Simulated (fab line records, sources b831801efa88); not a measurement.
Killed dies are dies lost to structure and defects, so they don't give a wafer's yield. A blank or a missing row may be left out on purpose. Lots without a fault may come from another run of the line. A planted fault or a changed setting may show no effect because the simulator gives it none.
fab line records | flow sky130 | part 1 of 2: steps 1 to 33 of 44
record lots=5 wafers=15 last_day=50
route steps=708 shown POLY_CUT@313 SD_P@320 RES_XHIGH@332 SD_N@342
lots that met no fault: from a run of the same line without faults
start_h: hours from the record's first day to the start of the lot's first wafer shown | wait_h: hours since the lot's step before | " the same as in the row above | L1.1+2: a row that stands for several wafers | - no value, or no start given | * or withheld: withheld | < > ~ a bound
route shown NAME@n: a module of which the file shows steps, and the number in the route of the first | usual: mean/standard deviation of fault-free wafers | same: alike in all rows | chamber/n: place in a boat | sites: the reading at each site | _std_site: their standard deviation | _edge_site: outer sites' mean less inner sites' | radius_mm: how far each site lies from the wafer's centre | mask NAME#n: copy n | behind: the tool/chamber that last shaped the wafer | hold: why the lot was held/for how many hours/how that ended | device: the transistor (n, p or np) that didn't switch | end of line: the same wafers' tests at the end of the route | a step without rows: its recipe alone | killed: dies lost to structure and defects at the first sort, not the wafer's yield | map: a wafer's dies, x killed, . not, _ none there
set.NAME: the setting as run; set.NAME@STEP: as run at that earlier step | model.NAME: the simulator's own value behind a step, which no gauge read
lots at some steps of the route; a table a step, a row a wafer
services: from which hour (start_h, from the record's first day; less than 0 if before it) a tool's chamber was out of use, for how many hours, and why
## steps
# step SKY_POLY_CUT_PEB_06
# recipe peb_temp_c=withheld peb_time_s=withheld resist=KrF-thick
# columns lot.wafer tool chamber start_h wait_h
L080.3+4+5 litho_track-04 0 - -
L082.1+3+4 litho_track-04 0 - -
L088.1+3+6 litho_track-02 0 - -
L094.3+5+6 litho_track-01 0 - -
L096.2+4+6 litho_track-02 0 - -
# step SKY_POLY_CUT_DEVELOP_07
# recipe develop_time_s=60 resist=KrF-thick dev_temp_c=21
# columns lot.wafer tool chamber start_h wait_h
L080.3+4+5 litho_track-04 0 - -
L082.1+3+4 litho_track-04 0 - -
L088.1+3+6 litho_track-02 0 - -
L094.3+5+6 litho_track-01 0 - -
L096.2+4+6 litho_track-02 0 - -
# step SKY_POLY_CUT_CD_MEAS_08
# recipe target_cd_nm=270
# usual cd_nm=269.8/1.5
# columns lot.wafer tool chamber start_h wait_h cd_nm
L080.3 cd_sem-01 - 600.59 - 266.9
L080.4 " - " " 268.2
L080.5 " - " " 266.7
L082.1 cd_sem-02 - 616.85 - 272.2
L082.3 " - " " 271.2
L082.4 " - " " 271.9
L088.1 cd_sem-02 - 668.21 - 267.9
L088.3 " - " " 269.2
L088.6 " - " " 270.5
L094.3 cd_sem-02 - 740.91 - 270.9
L094.5 " - " " 269.9
L094.6 " - " " 269.8
L096.2 cd_sem-01 - 742.14 - 272.6
L096.4 " - " " 272.6
L096.6 " - " " 270.3
# step SKY_POLY_CUT_OVL_MEAS_09
# usual POLY_CUT_OVL=-4/6
# columns lot.wafer tool chamber start_h wait_h POLY_CUT_OVL[nm]
L080.3 overlay-01 - 600.68 0.1 -4
L080.4 " - " " 0
L080.5 " - " " 5
L082.1 overlay-01 - 616.97 0.1 -2
L082.3 " - " " -10
L082.4 " - " " -5
L088.1 overlay-02 - 668.33 0.1 -4
L088.3 " - " " -10
L088.6 " - " " -7
L094.3 overlay-01 - 741.00 0.1 -4
L094.5 " - " " -4
L094.6 " - " " 3
L096.2 overlay-02 - 742.24 0.1 -9
L096.4 " - " " -14
L096.6 " - " " -8
# step SKY_POLY_CUT_ETCH_10
# recipe chemistry=N2/H2 target=BARC ion_energy_ev=200 source_w=500 bias_w=100 pressure_mtorr=30 n2_flow_sccm=100 h2_flow_sccm=200 stop_on=SiO2 time_s=45.9 target_depth_a=600
# usual drypump_motor_current_A=5.5/0.36 oes_product_au=0.856/0.0045 throttle_valve_pct=13.225/0.0099
# columns lot.wafer tool chamber start_h wait_h drypump_motor_current_A oes_product_au rf_hours_counter_h throttle_valve_pct
L080.3 rie_diel-01 1 600.70 0.0 5.2 0.867 8 13.226
L080.4 " 0 " " 5.2 0.851 7 13.212
L080.5 " 2 " " 5.1 0.857 - 13.233
L082.1 rie_diel-03 3 617.00 0.0 5.9 0.854 37 13.234
L082.3 " 1 " " 5.7 0.853 13 13.211
L082.4 " 2 " " 6.0 0.858 - 13.248
L088.1 rie_diel-01 2 668.37 0.0 5.1 0.853 4 13.225
L088.3 " 0 " " 5.2 0.857 9 13.238
L088.6 " 0 " " 5.2 0.855 - 13.218
L094.3 rie_diel-02 3 741.02 0.0 5.9 0.852 4 13.226
L094.5 " 1 " " 5.2 0.853 - 13.225
L094.6 " 2 " " 5.8 0.860 - 13.209
L096.2 rie_diel-01 0 742.27 0.0 5.2 0.847 11 13.215
L096.4 " 3 " " 6.0 0.850 14 13.231
L096.6 " 1 " " 5.2 0.855 - 13.231
# step SKY_POLY_CUT_ETCH_11
# recipe target=Si3N4 chemistry=CF4/CH2F2/Ar stop_on=poly-Si source_w=600 bias_w=150 pressure_mtorr=40 cf4_flow_sccm=40 ch2f2_flow_sccm=20 Ar_flow_sccm=150 time_s=42.5 target_depth_a=600
# usual ch2f2_flow_sccm=20.00/0.061 drypump_motor_current_A=5.5/0.36 oes_product_au=0.826/0.0064 throttle_valve_pct=14.994/0.0091
# columns lot.wafer tool chamber start_h wait_h ch2f2_flow_sccm drypump_motor_current_A oes_product_au rf_hours_counter_h throttle_valve_pct
L080.3 rie_diel-01 1 600.74 0.0 20.00 5.3 0.823 8 14.991
L080.4 " 0 " " 20.02 5.2 0.834 7 15.019
L080.5 " 2 " " 20.00 5.1 0.827 - 15.002
L082.1 rie_diel-03 3 617.04 0.0 19.99 5.9 0.822 37 15.001
L082.3 " 1 " " 19.98 5.7 0.819 13 14.990
L082.4 " 2 " " 20.01 6.0 0.832 - 14.989
L088.1 rie_diel-01 2 668.41 0.0 20.03 5.1 0.820 4 15.005
L088.3 " 0 " " 20.06 5.2 0.828 9 14.999
L088.6 " 0 " " 20.04 5.2 0.833 - 14.988
L094.3 rie_diel-02 3 741.07 0.0 20.04 6.0 0.830 4 14.998
L094.5 " 1 " " 19.97 5.2 0.821 - 14.987
L094.6 " 2 " " 20.01 5.8 0.824 - 15.000
L096.2 rie_diel-01 0 742.31 0.0 20.07 5.2 0.821 11 14.990
L096.4 " 3 " " 20.08 6.0 0.824 14 14.975
L096.6 " 1 " " 19.90 5.2 0.818 - 14.985
# step SKY_POLY_CUT_STRIP_12
# recipe chemistry=O2/N2 power_w=1400 pressure_mtorr=1500 platen_temp_c=withheld o2_flow_sccm=3000 n2_flow_sccm=300 overash_fraction=0.5
# usual drypump_motor_current_A=5.8/0.39 oes_product_au=0.452/0.0049 strip_time_to_endpoint_s=5.370/0.017
# columns lot.wafer tool chamber start_h wait_h drypump_motor_current_A oes_product_au rf_hours_counter_h strip_time_to_endpoint_s
L080.3 plasma_asher-03 0 600.82 0.1 6.1 0.453 - 5.389
L080.4 " 1 " " 5.3 0.447 - 5.377
L080.5 " 1 " " 5.3 0.463 - 5.397
L082.1 plasma_asher-03 1 617.08 0.0 5.3 0.441 18 5.349
L082.3 " 1 " " 5.3 0.455 - 5.336
L082.4 " 0 " " 6.0 0.450 - 5.347
L088.1 plasma_asher-01 0 668.45 0.0 6.7 0.454 98 5.375
L088.3 " 1 " " 5.7 0.445 - 5.378
L088.6 " 1 " " 5.7 0.445 - 5.358
L094.3 plasma_asher-03 1 741.14 0.1 5.3 0.454 - 5.367
L094.5 " 1 " " 5.3 0.460 - 5.376
L094.6 " 0 " " 6.1 0.456 - 5.401
L096.2 plasma_asher-02 1 742.35 0.0 6.0 0.445 61 5.351
L096.4 " 1 " " 5.9 0.442 - 5.363
L096.6 " 1 " " 5.9 0.449 - 5.366
# step SKY_SD_P_DEHYDRATE_00
# recipe temp_c=200 time_s=60
# columns lot.wafer tool chamber start_h wait_h
L080.3+4+5 litho_track-03 0 615.99 15.1
L082.1+3+4 litho_track-02 0 630.61 13.5
L088.1+3+6 litho_track-03 0 681.79 13.3
L094.3+5+6 litho_track-01 0 754.37 13.2
L096.2+4+6 litho_track-03 0 755.62 13.2
# step SKY_SD_P_HMDS_01
# recipe prime_time_s=60 prime_temp_c=120
# columns lot.wafer tool chamber start_h wait_h
L080.3+4+5 litho_track-03 0 616.14 0.1
L082.1+3+4 litho_track-02 0 630.76 0.1
L088.1+3+6 litho_track-03 0 681.94 0.1
L094.3+5+6 litho_track-01 0 754.52 0.1
L096.2+4+6 litho_track-03 0 755.77 0.1
# step SKY_SD_P_COAT_02
# recipe resist=NOVOLAK spin_rpm=3000 resist_thk_nm=1140
# columns lot.wafer tool chamber start_h wait_h
L080.3+4+5 litho_track-03 0 616.29 0.1
L082.1+3+4 litho_track-02 0 630.91 0.1
L088.1+3+6 litho_track-03 0 682.09 0.1
L094.3+5+6 litho_track-01 0 754.67 0.1
L096.2+4+6 litho_track-03 0 755.92 0.1
# step SKY_SD_P_SOFTBAKE_03
# recipe temp_c=90 time_s=60 resist=NOVOLAK
# columns lot.wafer tool chamber start_h wait_h
L080.3+4+5 litho_track-03 0 616.44 0.1
L082.1+3+4 litho_track-02 0 631.06 0.1
L088.1+3+6 litho_track-03 0 682.24 0.1
L094.3+5+6 litho_track-01 0 754.82 0.1
L096.2+4+6 litho_track-03 0 756.07 0.1
# step SKY_SD_P_EXPOSE_04
# recipe mask_id=PSDM na=0.6 source_shape=conventional sigma_outer=0.6 polarization=unpolarized target_cd_nm=380 dose_mj=138
# usual focus_offset_nm=-0.1/0.62
# columns lot.wafer tool chamber start_h wait_h mask focus_offset_nm
L080.3 iline_stepper-02 0 - - PSDM#0 -0.2
L080.4 " 0 " " PSDM#0 -0.5
L080.5 " 0 " " PSDM#0 -0.7
L082.1 iline_stepper-01 0 - - PSDM#0 0.9
L082.3 " 0 " " PSDM#0 1.6
L082.4 " 0 " " PSDM#0 0.8
L088.1 iline_stepper-01 0 - - PSDM#0 -0.9
L088.3 " 0 " " PSDM#0 -0.2
L088.6 " 0 " " PSDM#0 -0.4
L094.3 iline_stepper-01 0 - - PSDM#0 -0.2
L094.5 " 0 " " PSDM#0 -0.1
L094.6 " 0 " " PSDM#0 0.4
L096.2 iline_stepper-02 0 - - PSDM#0 0.7
L096.4 " 0 " " PSDM#0 1.2
L096.6 " 0 " " PSDM#0 0.6
# step SKY_SD_P_PEB_05
# recipe temp_c=withheld time_s=* resist=NOVOLAK
# columns lot.wafer tool chamber start_h wait_h
L080.3+4+5 litho_track-03 0 - -
L082.1+3+4 litho_track-03 0 - -
L088.1+3+6 litho_track-01 0 - -
L094.3+5+6 litho_track-01 0 - -
L096.2+4+6 litho_track-01 0 - -
# step SKY_SD_P_DEVELOP_06
# recipe resist=NOVOLAK developer=TMAH develop_time_s=60 dev_temp_c=23
# columns lot.wafer tool chamber start_h wait_h
L080.3+4+5 litho_track-03 0 630.44 0.1
L082.1+3+4 litho_track-03 0 645.09 0.1
L088.1+3+6 litho_track-01 0 696.42 0.1
L094.3+5+6 litho_track-01 0 767.82 0.1
L096.2+4+6 litho_track-01 0 768.99 0.1
# step SKY_SD_P_CD_MEAS_07
# recipe target_cd_nm=380
# usual cd_nm=379.4/2.2
# columns lot.wafer tool chamber start_h wait_h cd_nm
L080.3 cd_sem-02 - 630.58 0.1 379.2
L080.4 " - " " 380.4
L080.5 " - " " 382.2
L082.1 cd_sem-01 - 645.24 0.1 384.8
L082.3 " - " " 382.9
L082.4 " - " " 382.8
L088.1 cd_sem-01 - 696.57 0.1 382.5
L088.3 " - " " 385.0
L088.6 " - " " 383.6
L094.3 cd_sem-02 - 767.96 0.1 380.2
L094.5 " - " " 378.1
L094.6 " - " " 376.6
L096.2 cd_sem-02 - 769.14 0.1 380.4
L096.4 " - " " 380.2
L096.6 " - " " 380.5
# step SKY_SD_P_OVL_MEAS_08
# usual SD_P_OVL=0.2/1.5
# columns lot.wafer tool chamber start_h wait_h SD_P_OVL[nm]
L080.3 overlay-02 - 630.67 0.1 0.4
L080.4 " - " " -2.6
L080.5 " - " " -1.7
L082.1 overlay-01 - 645.36 0.1 3.0
L082.3 " - " " 0.2
L082.4 " - " " 1.8
L088.1 overlay-01 - 696.69 0.1 0.1
L088.3 " - " " 0.7
L088.6 " - " " 0.5
L094.3 overlay-01 - 768.05 0.1 1.2
L094.5 " - " " 0.5
L094.6 " - " " 0.1
L096.2 overlay-01 - 769.24 0.1 0.3
L096.4 " - " " -0.4
L096.6 " - " " 2.2
# step SKY_SD_P_IMPLANT_09
# recipe species=BF2 energy_kev=20 dose_cm2=3e+15 tilt_deg=0
# columns lot.wafer tool chamber start_h wait_h
L080.3+4+5 implanter-04 0 630.75 0.1
L082.1+3+4 implanter-02 0 645.40 0.0
L088.1+3+6 implanter-04 0 696.72 0.0
L094.3+5+6 implanter-02 0 768.12 0.1
L096.2+4+6 implanter-02 0 769.30 0.0
# step SKY_SD_P_STRIP_10
# recipe chemistry=O2/N2 power_w=1400 pressure_mtorr=1500 platen_temp_c=withheld o2_flow_sccm=3000 n2_flow_sccm=300 overash_fraction=0.5
# usual drypump_motor_current_A=5.8/0.5 oes_product_au=0.618/0.0048 strip_time_to_endpoint_s=17.52/0.038
# columns lot.wafer tool chamber start_h wait_h drypump_motor_current_A oes_product_au rf_hours_counter_h strip_time_to_endpoint_s
L080.3 plasma_asher-04 0 630.88 0.1 5.3 0.618 - 17.51
L080.4 " 1 " " 5.3 0.613 - 17.48
L080.5 " 0 " " 5.3 0.616 - 17.48
L082.1 plasma_asher-02 0 645.55 0.1 5.8 0.628 52 17.48
L082.3 " 1 " " 6.0 0.615 - 17.50
L082.4 " 0 " " 5.8 0.622 - 17.48
L088.1 plasma_asher-04 1 696.87 0.1 5.3 0.615 89 17.54
L088.3 " 1 " " 5.3 0.613 - 17.53
L088.6 " 1 " " 5.3 0.613 - 17.53
L094.3 plasma_asher-01 0 768.26 0.1 6.7 0.612 - 17.46
L094.5 " 1 " " 5.6 0.615 - 17.48
L094.6 " 0 " " 6.7 0.616 - 17.48
L096.2 plasma_asher-02 1 769.42 0.1 5.9 0.612 64 17.49
L096.4 " 0 " " 5.8 0.609 - 17.48
L096.6 " 0 " " 5.8 0.612 - 17.47
# step SKY_SD_P_TW_MEAS_11
# usual SD_P_TW=2815/28
# columns lot.wafer tool chamber start_h wait_h SD_P_TW
L080.3 film_metro-03 - 630.97 0.1 2757
L080.4 " - " " 2764
L080.5 " - " " 2761
L082.1 film_metro-01 - 645.65 0.1 2833
L082.3 " - " " 2828
L082.4 " - " " 2832
L088.1 film_metro-01 - 696.97 0.1 2811
L088.3 " - " " 2824
L088.6 " - " " 2812
L094.3 film_metro-01 - 768.34 0.1 2819
L094.5 " - " " 2808
L094.6 " - " " 2820
L096.2 film_metro-01 - 769.53 0.1 2819
L096.4 " - " " 2806
L096.6 " - " " 2815
# step SKY_RES_XHIGH_DEHYDRATE_00
# recipe temp_c=200 time_s=60
# columns lot.wafer tool chamber start_h wait_h
L080.3+4+5 litho_track-04 0 644.95 14.0
L082.1+3+4 litho_track-04 0 659.55 13.9
L088.1+3+6 litho_track-03 0 710.59 13.6
L094.3+5+6 litho_track-02 0 781.27 12.9
L096.2+4+6 litho_track-03 0 782.07 12.5
# step SKY_RES_XHIGH_HMDS_01
# recipe prime_time_s=60 prime_temp_c=120
# columns lot.wafer tool chamber start_h wait_h
L080.3+4+5 litho_track-04 0 645.10 0.1
L082.1+3+4 litho_track-04 0 659.70 0.1
L088.1+3+6 litho_track-03 0 710.74 0.1
L094.3+5+6 litho_track-02 0 781.42 0.1
L096.2+4+6 litho_track-03 0 782.22 0.1
# step SKY_RES_XHIGH_COAT_02
# recipe resist=NOVOLAK spin_rpm=3000 resist_thk_nm=1140
# columns lot.wafer tool chamber start_h wait_h
L080.3+4+5 litho_track-04 0 645.25 0.1
L082.1+3+4 litho_track-04 0 659.85 0.1
L088.1+3+6 litho_track-03 0 710.89 0.1
L094.3+5+6 litho_track-02 0 781.57 0.1
L096.2+4+6 litho_track-03 0 782.37 0.1
# step SKY_RES_XHIGH_SOFTBAKE_03
# recipe temp_c=90 time_s=60 resist=NOVOLAK
# columns lot.wafer tool chamber start_h wait_h
L080.3+4+5 litho_track-04 0 645.40 0.1
L082.1+3+4 litho_track-04 0 660.00 0.1
L088.1+3+6 litho_track-03 0 711.04 0.1
L094.3+5+6 litho_track-02 0 781.72 0.1
L096.2+4+6 litho_track-03 0 782.52 0.1
# step SKY_RES_XHIGH_EXPOSE_04
# recipe mask_id=URPM na=0.6 source_shape=conventional sigma_outer=0.6 polarization=unpolarized target_cd_nm=1270 dose_mj=140
# usual focus_offset_nm=0.1/0.53
# columns lot.wafer tool chamber start_h wait_h mask focus_offset_nm
L080.3 iline_stepper-01 0 - - URPM#0 -0.2
L080.4 " 0 " " URPM#0 0.2
L080.5 " 0 " " URPM#0 0.5
L082.1 iline_stepper-01 0 - - URPM#0 -0.2
L082.3 " 0 " " URPM#0 0.3
L082.4 " 0 " " URPM#0 -0.2
L088.1 iline_stepper-02 0 - - URPM#0 0.5
L088.3 " 0 " " URPM#0 0.6
L088.6 " 0 " " URPM#0 0.9
L094.3 iline_stepper-01 0 - - URPM#0 -1.0
L094.5 " 0 " " URPM#0 -0.3
L094.6 " 0 " " URPM#0 0.5
L096.2 iline_stepper-01 0 - - URPM#0 -0.2
L096.4 " 0 " " URPM#0 0.3
L096.6 " 0 " " URPM#0 -0.6
# step SKY_RES_XHIGH_PEB_05
# recipe temp_c=withheld time_s=* resist=NOVOLAK
# columns lot.wafer tool chamber start_h wait_h
L080.3+4+5 litho_track-04 0 - -
L082.1+3+4 litho_track-03 0 - -
L088.1+3+6 litho_track-03 0 - -
L094.3+5+6 litho_track-04 0 - -
L096.2+4+6 litho_track-03 0 - -
# step SKY_RES_XHIGH_DEVELOP_06
# recipe resist=NOVOLAK developer=TMAH develop_time_s=60 dev_temp_c=23
# columns lot.wafer tool chamber start_h wait_h
L080.3+4+5 litho_track-04 0 659.45 0.1
L082.1+3+4 litho_track-03 0 673.84 0.1
L088.1+3+6 litho_track-03 0 725.19 0.1
L094.3+5+6 litho_track-04 0 795.55 0.1
L096.2+4+6 litho_track-03 0 796.17 0.1
# step SKY_RES_XHIGH_IMPLANT_07
# recipe species=BF2 energy_kev=20 dose_cm2=3.6e+14 tilt_deg=0
# columns lot.wafer tool chamber start_h wait_h
L080.3+4+5 implanter-04 0 659.60 0.1
L082.1+3+4 implanter-04 0 673.99 0.1
L088.1+3+6 implanter-04 0 725.34 0.1
L094.3+5+6 implanter-04 0 795.70 0.1
L096.2+4+6 implanter-04 0 796.32 0.1
# step SKY_RES_XHIGH_STRIP_08
# recipe chemistry=O2/N2 power_w=1400 pressure_mtorr=1500 platen_temp_c=withheld o2_flow_sccm=3000 n2_flow_sccm=300 overash_fraction=0.5
# usual drypump_motor_current_A=5.7/0.5 oes_product_au=0.711/0.0043 strip_time_to_endpoint_s=14.27/0.038
# columns lot.wafer tool chamber start_h wait_h drypump_motor_current_A oes_product_au rf_hours_counter_h strip_time_to_endpoint_s
L080.3 plasma_asher-01 1 659.73 0.1 5.7 0.718 - 14.26
L080.4 " 0 " " 6.7 0.716 - 14.28
L080.5 " 0 " " 6.7 0.709 - 14.28
L082.1 plasma_asher-04 0 674.14 0.1 5.3 0.707 87 14.29
L082.3 " 1 " " 5.3 0.719 - 14.27
L082.4 " 0 " " 5.3 0.714 - 14.30
L088.1 plasma_asher-03 1 725.49 0.1 5.3 0.718 28 14.24
L088.3 " 0 " " 6.0 0.715 - 14.21
L088.6 " 1 " " 5.3 0.712 - 14.25
L094.3 plasma_asher-03 0 795.83 0.1 6.1 0.710 - 14.36
L094.5 " 1 " " 5.3 0.709 - 14.29
L094.6 " 0 " " 6.0 0.713 - 14.27
L096.2 plasma_asher-04 0 796.44 0.1 5.3 0.712 98 14.27
L096.4 " 0 " " 5.3 0.716 - 14.24
L096.6 " 1 " " 5.3 0.712 - 14.28
# step SKY_RES_XHIGH_TW_MEAS_09
# usual RES_XHIGH_TW=1630/18
# columns lot.wafer tool chamber start_h wait_h RES_XHIGH_TW
L080.3 film_metro-03 - 659.82 0.1 1602
L080.4 " - " " 1609
L080.5 " - " " 1600
L082.1 film_metro-01 - 674.24 0.1 1643
L082.3 " - " " 1640
L082.4 " - " " 1643
L088.1 film_metro-01 - 725.59 0.1 1639
L088.3 " - " " 1633
L088.6 " - " " 1639
L094.3 film_metro-04 - 795.92 0.1 1627
L094.5 " - " " 1638
L094.6 " - " " 1644
L096.2 film_metro-01 - 796.55 0.1 1632
L096.4 " - " " 1630
L096.6 " - " " 1632
# step SKY_SD_N_DEHYDRATE_00
# recipe temp_c=200 time_s=60
# columns lot.wafer tool chamber start_h wait_h
L080.3+4+5 litho_track-04 0 673.15 13.3
L082.1+3+4 litho_track-04 0 687.40 13.1
L088.1+3+6 litho_track-04 0 738.65 13.0
L094.3+5+6 litho_track-04 0 808.10 12.2
L096.2+4+6 litho_track-04 0 808.67 12.1
# step SKY_SD_N_HMDS_01
# recipe prime_time_s=60 prime_temp_c=120
# columns lot.wafer tool chamber start_h wait_h
L080.3+4+5 litho_track-04 0 673.30 0.1
L082.1+3+4 litho_track-04 0 687.55 0.1
L088.1+3+6 litho_track-04 0 738.80 0.1
L094.3+5+6 litho_track-04 0 808.25 0.1
L096.2+4+6 litho_track-04 0 808.82 0.1
# step SKY_SD_N_COAT_02
# recipe resist=NOVOLAK spin_rpm=3000 resist_thk_nm=1140
# columns lot.wafer tool chamber start_h wait_h
L080.3+4+5 litho_track-04 0 673.45 0.1
L082.1+3+4 litho_track-04 0 687.70 0.1
L088.1+3+6 litho_track-04 0 738.95 0.1
L094.3+5+6 litho_track-04 0 808.40 0.1
L096.2+4+6 litho_track-04 0 808.97 0.1
# step SKY_SD_N_SOFTBAKE_03
# recipe temp_c=90 time_s=60 resist=NOVOLAK
# columns lot.wafer tool chamber start_h wait_h
L080.3+4+5 litho_track-04 0 673.60 0.1
L082.1+3+4 litho_track-04 0 687.85 0.1
L088.1+3+6 litho_track-04 0 739.10 0.1
L094.3+5+6 litho_track-04 0 808.55 0.1
L096.2+4+6 litho_track-04 0 809.12 0.1
